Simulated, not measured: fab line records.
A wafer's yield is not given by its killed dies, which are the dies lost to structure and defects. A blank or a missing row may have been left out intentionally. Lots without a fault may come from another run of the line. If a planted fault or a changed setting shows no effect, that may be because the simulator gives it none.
fab line records    flow sky130
record: lots: 12  wafers: 36  last-day: 50
route steps=708 shown METAL3@570 CAP2M@605 METAL4@629 PAD_OPEN@702
lots untouched by any fault: they come from a run of this same line in which no faults occurred
start-h: hours from the record's first day to the start of the lot's first wafer shown    wait-h: time in hours since the lot's previous step    " repeats the value in the row above    L1.1+2: a single row standing in for several wafers    - no value present, or no start provided    * or withheld: withheld    < > ~ a bound
route shown NAME@n: names a module that has steps shown in the file, with the first one's number in the route    usual: mean/standard deviation of fault-free wafers    same: alike in all rows    chamber/n: place in a boat    sites: the reading at each site    _std_site: standard deviation of those values    _edge_site: outer sites' mean less inner sites'    radius-mm: how far each site lies from the wafer's centre    mask NAME#n: copy n    behind: the most recent tool/chamber to have shaped the wafer    hold: the reason the lot was held/the length of the hold in hours/how it ended    device: the n, p or np transistor that did not switch    end of line: tests of these same wafers at the route's end    a step without rows: its recipe alone    killed: at the first sort, the dies lost to defects and structure; wafer yield is something else    map: the dies of a wafer, with x for killed, . for not killed, _ for no die there
set.NAME: the setting as run; set.NAME@STEP: as run at that earlier step    model.NAME: the simulator's own value behind a step, which no gauge read
the route's steps for a sample of lots (tables are steps, rows are wafers)
services: when a tool's chamber went out of use (start-h, in hours from the record's first day, below 0 if earlier), for how many hours, and the reason
== steps ==
step: SKY_METAL3_STRIP_20
recipe: chemistry: post-etch-residue-remover  time-s: 1200  temp-c: 72.5
lot.wafer   tool          chamber  start-h  wait-h
L672.3+4+5  wet-bench-04  0        903.39   0.0
L679.1+4+6  wet-bench-02  0        954.37   0.1
L680.2+4+6  wet-bench-02  3        962.92   0.1
L681.1+2+3  wet-bench-02  0        971.87   0.1
L682.2+3+4  wet-bench-03  0        984.02   0.1
L687.1+4+5  wet-bench-03  2        1022.14  0.1
L683.1+2+5  wet-bench-04  1        1026.02  0.1
L686.2+3+6  wet-bench-03  0        1033.27  0.1
L688.1+3+5  wet-bench-03  3        1035.12  0.1
L692.1+2+5  wet-bench-03  1        1045.62  0.1
L693.1+5+6  wet-bench-03  3        1055.87  0.1
L694.4+5+6  wet-bench-04  2        1060.57  0.0
step: SKY_CAP2M_SPUTTER_02
recipe: material: TiN  target-thk-nm: 200  temp-c: 300  power-w: 6500  time-s: 166.7  chamber-pressure-pa: 0.4
usual: throttle-valve-pct: 29.7/0.89
lot.wafer  tool            chamber  start-h  wait-h  throttle-valve-pct
L672.3     pvd-sputter-02  -        932.30   0.0     30.4
L672.4     "               -        "        "       28.9
L672.5     "               -        "        "       29.6
L679.1     pvd-sputter-02  -        980.96   0.1     29.0
L679.4     "               -        "        "       29.2
L679.6     "               -        "        "       30.6
L680.2     pvd-sputter-04  -        989.32   0.0     30.2
L680.4     "               -        "        "       30.2
L680.6     "               -        "        "       29.0
L681.1     pvd-sputter-04  -        998.72   0.1     29.7
L681.2     "               -        "        "       30.4
L681.3     "               -        "        "       31.2
L682.2     pvd-sputter-02  -        1009.54  0.0     28.8
L682.3     "               -        "        "       29.5
L682.4     "               -        "        "       30.8
L687.1     pvd-sputter-02  -        1047.00  0.1     29.3
L687.4     "               -        "        "       30.1
L687.5     "               -        "        "       29.2
L683.1     pvd-sputter-04  -        1051.24  0.1     30.9
L683.2     "               -        "        "       28.8
L683.5     "               -        "        "       30.1
L686.2     pvd-sputter-02  -        1058.17  0.0     29.2
L686.3     "               -        "        "       30.7
L686.6     "               -        "        "       31.1
L688.1     pvd-sputter-01  -        1059.35  0.1     30.0
L688.3     "               -        "        "       29.4
L688.5     "               -        "        "       30.2
L692.1     pvd-sputter-04  -        1069.73  0.1     30.2
L692.2     "               -        "        "       30.0
L692.5     "               -        "        "       29.8
L693.1     pvd-sputter-02  -        1080.07  0.1     30.1
L693.5     "               -        "        "       28.8
L693.6     "               -        "        "       29.4
L694.4     pvd-sputter-04  -        1084.44  0.0     31.1
L694.5     "               -        "        "       29.7
L694.6     "               -        "        "       29.0
step: SKY_METAL4_CD_MEAS_13
recipe: target-cd-nm: 300
usual: cd-nm: 299.7/1.4
lot.wafer  tool       chamber  start-h  wait-h  cd-nm
L672.3     cd-sem-01  -        981.19   -       298.8
L672.4     "          -        "        "       300.3
L672.5     "          -        "        "       299.4
L679.1     cd-sem-01  -        1025.85  -       299.9
L679.4     "          -        "        "       298.7
L679.6     "          -        "        "       299.9
L680.2     cd-sem-02  -        1035.56  -       300.0
L680.4     "          -        "        "       300.4
L680.6     "          -        "        "       301.2
L681.1     cd-sem-02  -        1043.23  -       300.7
L681.2     "          -        "        "       299.8
L681.3     "          -        "        "       300.8
L682.2     cd-sem-02  -        1054.86  -       300.2
L682.3     "          -        "        "       299.0
L682.4     "          -        "        "       298.5
L687.1     cd-sem-01  -        1089.34  -       299.9
L687.4     "          -        "        "       299.2
L687.5     "          -        "        "       299.2
L683.1     cd-sem-02  -        1092.79  -       299.8
L683.2     "          -        "        "       299.6
L683.5     "          -        "        "       299.2
L686.2     cd-sem-01  -        1099.67  -       299.3
L686.3     "          -        "        "       299.3
L686.6     "          -        "        "       299.2
L688.1     cd-sem-01  -        1101.70  -       302.1
L688.3     "          -        "        "       301.1
L688.5     "          -        "        "       301.3
L692.1     cd-sem-02  -        1110.29  -       299.9
L692.2     "          -        "        "       299.9
L692.5     "          -        "        "       300.9
L693.1     cd-sem-02  -        1119.89  -       301.7
L693.5     "          -        "        "       301.0
L693.6     "          -        "        "       301.8
L694.4     cd-sem-01  -        1126.10  -       301.3
L694.5     "          -        "        "       301.2
L694.6     "          -        "        "       300.6
step: SKY_PAD_OPEN_STRIP_08
recipe: chemistry: O2/N2  power-w: 1400  pressure-mtorr: 1500  platen-temp-c: withheld  overash-fraction: 0.7  o2-flow-sccm: 3000  n2-flow-sccm: 300
usual: chamber-pressure-mTorr: 1500.1/1.4  drypump-motor-current-A: 6.1/0.59  oes-product-au: 0.663/0.0049  strip-time-to-endpoint-s: 37.09/0.086
lot.wafer  tool             chamber  start-h  wait-h  chamber-pressure-mTorr  drypump-motor-current-A  oes-product-au  rf-hours-counter-h  strip-time-to-endpoint-s
L672.3     plasma-asher-04  0        1075.23  0.1     1501.4                  5.2                      0.663           -                   37.30
L672.4     "                1        "        "       1499.1                  6.8                      0.664           -                   37.13
L672.5     "                0        "        "       1501.3                  5.2                      0.664           -                   37.30
L680.2     plasma-asher-03  1        1121.95  0.1     1501.6                  6.3                      0.653           73                  37.04
L680.4     "                0        "        "       1501.3                  5.7                      0.668           -                   36.95
L680.6     "                0        "        "       1503.4                  5.7                      0.659           -                   37.01
L681.1     plasma-asher-04  1        1127.70  0.1     1500.1                  6.8                      0.663           39                  37.07
L681.2     "                0        "        "       1498.0                  5.2                      0.665           39                  37.09
L681.3     "                1        "        "       1500.5                  6.7                      0.662           -                   37.00
L682.2     plasma-asher-03  0        1136.96  0.1     1500.0                  5.6                      0.661           74                  37.15
L682.3     "                0        "        "       1500.8                  5.6                      0.668           -                   37.10
L682.4     "                1        "        "       1498.7                  6.3                      0.666           -                   37.06
L679.1     plasma-asher-01  1        1164.79  0.1     1503.1                  6.4                      0.665           102                 37.12
L679.4     "                0        "        "       1499.8                  6.3                      0.660           -                   37.08
L679.6     "                1        "        "       1498.1                  6.4                      0.663           -                   37.09
L687.1     plasma-asher-01  1        1168.80  0.1     1498.5                  6.4                      0.668           102                 37.13
L687.4     "                0        "        "       1498.1                  6.3                      0.664           -                   37.21
L687.5     "                1        "        "       1500.5                  6.4                      0.667           -                   37.25
L683.1     plasma-asher-04  0        1173.21  0.1     1498.7                  5.2                      0.663           43                  37.01
L683.2     "                1        "        "       1500.0                  6.8                      0.657           43                  37.07
L683.5     "                0        "        "       1502.3                  5.2                      0.670           -                   37.12
L686.2     plasma-asher-03  1        1178.29  0.1     1498.4                  6.3                      0.659           78                  37.10
L686.3     "                1        "        "       1501.9                  6.3                      0.668           -                   37.09
L686.6     "                1        "        "       1503.1                  6.3                      0.672           -                   37.03
L688.1     plasma-asher-04  0        1180.66  0.1     1499.3                  5.2                      0.665           44                  37.12
L688.3     "                0        "        "       1500.7                  5.2                      0.662           -                   37.15
L688.5     "                1        "        "       1502.7                  6.7                      0.666           -                   37.05
L692.1     plasma-asher-04  1        1188.60  0.1     1499.2                  6.8                      0.663           45                  37.12
L692.2     "                0        "        "       1500.5                  5.2                      0.667           45                  37.21
L692.5     "                1        "        "       1499.3                  6.8                      0.664           -                   37.09
L693.1     plasma-asher-03  1        1195.34  0.1     1501.0                  6.3                      0.657           79                  37.13
L693.5     "                0        "        "       1499.8                  5.7                      0.667           -                   36.96
L693.6     "                1        "        "       1500.0                  6.4                      0.659           -                   37.14
L694.4     plasma-asher-01  0        1200.79  0.1     1499.5                  6.3                      0.662           -                   37.15
L694.5     "                1        "        "       1502.5                  6.4                      0.659           -                   37.02
L694.6     "                0        "        "       1498.0                  6.3                      0.660           -                   37.07
step: SKY_PAD_OPEN_PROBE_99
usual: defect-limited-yield: 82.6/2  killed_at_M0_to_M3: 43/7.3  killed_at_M4_up: 3.4/1.7  killed-at-contacts: 24/4.5  killed-at-front-end: 16/4.4  killed-at-other: 0.2/0.51  killed-dies: 86/9.7  killed-open: 46/6.6  killed-short: 39/7.1  sort_bin_3_pad_short: 0.9/0.45  sort_bin_5_function: 10.4/1.4  sort_bin_6_memory: 6.2/1.2  sort-n-pass: 406/9.7  sort-yield-pct: 82.6/2
same: gross-dies: 492  killed-at-back-side: 0  sort_bin_4_leakage[%]: 0  sort_bin_8_speed[%]: 0
lot.wafer  tool       chamber  start-h  wait-h  defect-limited-yield[%]  killed_at_M0_to_M3  killed_at_M4_up  killed-at-contacts  killed-at-front-end  killed-at-other  killed-dies  killed-open  killed-short  sort_bin_3_pad_short[%]  sort_bin_5_function[%]  sort_bin_6_memory[%]  sort-n-pass  sort-yield-pct[%]
L680.2     prober-01  -        1124.21  0.1     68.7                     108                 3                22                  20                   1                154          42           48            5.5                      18.7                    7.1                   338          68.7
L680.4     prober-01  -        1124.31  0.2     70.7                     112                 2                18                  12                   0                144          43           44            4.7                      19.7                    4.9                   348          70.7
L680.6     prober-01  -        1124.41  0.2     71.5                     95                  2                26                  17                   0                140          42           39            4.3                      17.5                    6.7                   352          71.5
L681.1     prober-01  -        1129.91  0.1     74.4                     98                  1                16                  11                   0                126          41           23            3.5                      16.3                    5.9                   366          74.4
L681.2     prober-01  -        1129.96  0.1     74.8                     96                  3                15                  10                   0                124          35           28            3.9                      16.1                    5.3                   368          74.8
L681.3     prober-01  -        1130.01  0.2     69.3                     109                 2                26                  14                   0                151          36           44            5.5                      17.5                    7.7                   341          69.3
L683.1     prober-01  -        1175.43  0.1     83.7                     40                  3                24                  13                   0                80           39           40            1.0                      10.0                    5.3                   412          83.7
L683.2     prober-01  -        1175.48  0.1     81.5                     37                  2                34                  17                   1                91           44           46            0.6                      11.4                    6.5                   401          81.5
L683.5     prober-01  -        1175.63  0.2     83.9                     36                  2                27                  13                   1                79           36           42            0.8                      10.4                    4.9                   413          83.9
killed by level:class
L680.2 METAL3:unspecified=64 POLY_GATE:geometric-particle:short=9 VIA2:geometric-particle:open=9 VIA1:geometric-particle:open=8 VIA1:geometric-particle:short=7 LI_CONTACT:geometric-particle:open=6 CONTACT:geometric-particle:open=6 FIELD_ISO:geometric-particle:short=5
L680.4 METAL3:unspecified=57 VIA1:geometric-particle:open=12 VIA3:geometric-particle:open=10 VIA1:geometric-particle:short=8 VIA2:geometric-particle:short=7 LI_CONTACT:geometric-particle:open=7 VIA2:geometric-particle:open=6 METAL1:geometric-particle:short=5
L680.6 METAL3:unspecified=59 CONTACT:geometric-particle:open=8 CONTACT:geometric-particle:short=7 VIA2:geometric-particle:open=7 METAL1:geometric-particle:short=6 VIA1:geometric-particle:open=6 POLY_GATE:geometric-particle:short=5 VIA1:geometric-particle:short=5
L681.1 METAL3:unspecified=62 VIA1:geometric-particle:open=15 CONTACT:geometric-particle:open=6 LI_CONTACT:geometric-particle:open=5 VIA1:geometric-particle:short=5 VIA3:geometric-particle:open=5 METAL2:geometric-particle:short=4 FIELD_ISO:geometric-particle:short=3
L681.2 METAL3:unspecified=61 VIA1:geometric-particle:open=9 VIA3:geometric-particle:open=8 CONTACT:geometric-particle:short=6 VIA1:geometric-particle:short=5 CONTACT:geometric-particle:open=4 VIA2:geometric-particle:open=4 FIELD_ISO:geometric-particle:short=3
L681.3 METAL3:unspecified=71 VIA1:geometric-particle:open=11 FIELD_ISO:geometric-particle:short=7 CONTACT:geometric-particle:short=6 LI_CONTACT:geometric-particle:open=5 LI_CONTACT:geometric-particle:short=5 VIA3:geometric-particle:open=5 VIA2:geometric-particle:short=5
L683.1 CONTACT:geometric-particle:open=10 VIA1:geometric-particle:open=9 METAL1:geometric-particle:short=7 METAL2:geometric-particle:short=7 LI_CONTACT:geometric-particle:open=5 VIA2:geometric-particle:open=5 POLY_GATE:geometric-particle:short=4 FIELD_ISO:geometric-particle:open=3
L683.2 CONTACT:geometric-particle:open=8 VIA1:geometric-particle:open=8 LOCAL_INTERCONNECT:geometric-particle:short=7 CONTACT:geometric-particle:short=7 METAL2:geometric-particle:short=6 POLY_GATE:geometric-particle:short=5 LI_CONTACT:geometric-particle:open=5 VIA2:geometric-particle:open=5
L683.5 CONTACT:geometric-particle:open=10 CONTACT:geometric-particle:short=8 METAL2:geometric-particle:short=8 METAL3:geometric-particle:short=7 LI_CONTACT:geometric-particle:open=6 VIA3:geometric-particle:open=5 POLY_GATE:geometric-particle:short=4 VIA1:geometric-particle:open=4
== services ==
tool             chamber  start-h  hours  kind
plasma-asher-04  -        879.95   4.5    repair
pvd-sputter-02   -        887.64   3.4    repair
plasma-asher-01  -        902.30   0.4    repair
pvd-sputter-02   -        904.31   11.8   repair
plasma-asher-01  -        912.72   3.7    repair
wet-bench-03     -        914.18   1.9    pm
wet-bench-03     -        960.73   8.2    repair
plasma-asher-04  -        980.15   4.3    pm
pvd-sputter-04   -        984.55   0.5    repair
plasma-asher-01  -        995.79   9.6    repair
pvd-sputter-02   -        997.52   1.9    repair
plasma-asher-03  -        1010.90  2.8    pm
pvd-sputter-04   -        1027.12  3.1    repair
plasma-asher-04  -        1071.51  1.7    repair
pvd-sputter-04   -        1073.60  4.8    repair
plasma-asher-04  -        1076.18  2.8    pm
plasma-asher-01  -        1084.12  15.0   repair
pvd-sputter-04   -        1086.52  1.7    repair
pvd-sputter-04   -        1094.89  2.0    repair
plasma-asher-04  -        1098.00  0.7    repair
plasma-asher-04  -        1112.11  1.5    repair
pvd-sputter-02   -        1180.01  3.1    repair
plasma-asher-03  -        1184.33  4.5    repair
plasma-asher-03  -        1200.76  2.4    repair
== key ==
first-sign: step: SKY_PAD_OPEN_PROBE_99  reading: killed_at_M0_to_M3  direction: up  sigmas: 8.3  usual: 43  struck: 103
effect: step: SKY_PAD_OPEN_PROBE_99  reading: sort_bin_3_pad_short  direction: up  sigmas: 8.2  usual: 0.9  struck: 4.5
met-at SKY_METAL3_STRIP_20
struck-lots L680,L681
not-acting-at SKY_CAP2M_SPUTTER_02,SKY_METAL4_CD_MEAS_13,SKY_PAD_OPEN_STRIP_08
onset-between 954.37 962.92
fault: kind: chamber-particle-source  tool: wet-bench-02  chamber: -  onset-h: 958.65  steps: SKY_METAL3_STRIP_20  rate-per-visit-cm2: 1.5894  end-h: 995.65
